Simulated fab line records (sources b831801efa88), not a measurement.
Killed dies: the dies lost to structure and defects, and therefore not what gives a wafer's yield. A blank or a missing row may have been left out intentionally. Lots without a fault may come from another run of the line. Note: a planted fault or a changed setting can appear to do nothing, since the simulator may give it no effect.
Comparing a struck lot with a sound one / flow sky130 / 26 steps out of a route of 708
Sound: wafers L661.1, L661.2, L661.5. Struck: wafers L654.2, L654.5, L654.6. The cause is given at the end.
Order at every step that has rows: each side's tool, ch and its chambers, its first start. Under that, the readings that differ: sound wafers / struck wafers / difference of the means / sigmas: that difference in standard deviations of wafers without a fault.
alike: words and numbers the same on both sides, and readings whose means are apart by under 2 such deviations; not compared: readings that were withheld, readings missing a value for some wafer, numbers with overlapping values and no deviation given by the record, and bounds like >300 which may hide the same value.
The two part at a step that has a row with sigmas, a row that says differs or no value, or rows on one side only. When numbers do not overlap yet have no deviation, they are printed without sigmas and do not part them. A reading missing from all wafers of one side parts the sides only when that side holds two or more wafers.

first, 9 steps without rows for these wafers: SKY_LI_CONTACT_ETCH_14 (etches BARC in N2/H2, stops on SiO2, time 45.9 s, target depth 60 nm); SKY_LI_CONTACT_ETCH_15 (etches PSG in C4F8/O2/Ar, stops on Si, target depth 600 nm); SKY_LI_CONTACT_STRIP_16 (strips in O2/N2); SKY_LI_CONTACT_CLEAN_17 (cleans in NMP, time 600 s); SKY_LI_CONTACT_PRE_CLEAN_18 (time 5.6 s); SKY_LI_CONTACT_SPUTTER_19 (material Ti, target thk 20 nm, time 106.37 s); SKY_LI_CONTACT_SPUTTER_20 (material TiN, target thk 20 nm, time 80 s); SKY_LI_CONTACT_CVD_21 (deposits W, target thk 400 nm, time 120.56 s); SKY_LI_CONTACT_CMP_24 (polishes, stops on PSG, t overpolish 20 s, target thk 0 nm).
SKY_LOCAL_INTERCONNECT_SPUTTER_00: material TiN, target thk 100 nm, time 83.3 s.
  sound on pvd sputter-02 at day 35 07:11; struck on pvd sputter-01 at day 33 03:28
reading=model.TiN_of_LOCAL_INTERCONNECT_SPUTTER_00.thk nm (nm); sound=100.3 100.2 100.3; struck=121 119.9 120.9; difference=+20; sigmas=
  alike: substrate temp c, throttle valve pct
SKY_LOCAL_INTERCONNECT_RS_MEAS_01: a four-point-probe measurement.
  sound on film metro-03 at day 35 07:15; struck on film metro-02 at day 33 03:32
reading=LOCAL_INTERCONNECT_TIN_RS (ohm/sq); sound=14.14 14.11 14.09; struck=11.59 11.69 11.59; difference=-2.49; sigmas=-16
SKY_LOCAL_INTERCONNECT_THK_MEAS_02: measures by xrf.
  sound on film metro-03 at day 35 07:22; struck on film metro-02 at day 33 03:39
reading=LOCAL_INTERCONNECT_TIN_THK (nm); sound=97.9 98.3 98.0; struck=119.6 117.4 119.1; difference=+20.6; sigmas=+17
then, 9 steps without rows for these wafers: SKY_LOCAL_INTERCONNECT_DEHYDRATE_03 (time 60 s); SKY_LOCAL_INTERCONNECT_HMDS_04 (prime time 60 s); SKY_LOCAL_INTERCONNECT_COAT_05 (resist thk 60 nm); SKY_LOCAL_INTERCONNECT_COAT_06 (resist thk 450 nm); SKY_LOCAL_INTERCONNECT_SOFTBAKE_07 (time 90 s); SKY_LOCAL_INTERCONNECT_EXPOSE_08 (exposes mask LI1M, target cd 170 nm); SKY_LOCAL_INTERCONNECT_PEB_09; SKY_LOCAL_INTERCONNECT_DEVELOP_10 (develop time 60 s); SKY_LOCAL_INTERCONNECT_ETCH_13 (etches BARC in N2/H2, stops on SiO2, time 45.9 s, target depth 60 nm).
SKY_LOCAL_INTERCONNECT_METAL_ETCH_14: etches TiN in Cl2/BCl3, stops on PSG, target depth 110 nm, time 31.4 s.
  sound on rie metal-01 ch 0,1, day 36 09:41; struck on rie metal-04 ch 0,1, day 34 06:04
reading=oes product au (a.u.); sound=0.946 0.949 0.940; struck=1.030 1.010 1.025; difference=+0.077; sigmas=+11
reading=throttle valve pct (%); sound=21.910 21.898 21.914; struck=21.843 21.838 21.840; difference=-0.067; sigmas=-7
  alike: drypump motor current A
  not compared: rf hours counter h
then, 1 step without rows for these wafers: SKY_LOCAL_INTERCONNECT_STRIP_15 (strips in O2/N2).
SKY_LOCAL_INTERCONNECT_STRIP_16: strips in post etch residue remover, time 1200 s.
  sound on wet bench-04 ch 1, day 36 09:50; struck on wet bench-04 ch 1, day 34 06:13
reading=model.TiN_of_LOCAL_INTERCONNECT_SPUTTER_00.thk nm (nm); sound=99.85 99.75 99.92; struck=120.6 119.5 120.5; difference=+20.4; sigmas=
  alike: bath guard temp C, bath heat duty pct
then, 1 step without rows for these wafers: SKY_LOCAL_INTERCONNECT_CLEAN_17 (cleans in IPA, time 180 s).
-- the record jumps here: 14 days lie between the struck wafers' starts before and after (it left off in module LOCAL_INTERCONNECT and takes up again in module PAD_OPEN, whose first step shown is number 708 of the route) --
SKY_PAD_OPEN_PROBE_99:
  sound on prober-01 at day 50 01:38; struck on prober-02 at day 48 13:53
reading=killed at contacts; sound=17 22 23; struck=373 424 396; difference=+377; sigmas=+70
reading=killed dies; sound=67 82 79; struck=430 492 468; difference=+387; sigmas=+35
reading=killed on rim; sound=13 14 17; struck=59 96 83; difference=+65; sigmas=+19
  alike: killed_at_M0_to_M3, killed_at_M4_up, killed at front end, killed at other, killed open, killed short

WHERE THEY PART
Last at SKY_PAD_OPEN_PROBE_99 as far as this record goes, first at SKY_LOCAL_INTERCONNECT_RS_MEAS_01.

WHY: the cause the simulator had injected
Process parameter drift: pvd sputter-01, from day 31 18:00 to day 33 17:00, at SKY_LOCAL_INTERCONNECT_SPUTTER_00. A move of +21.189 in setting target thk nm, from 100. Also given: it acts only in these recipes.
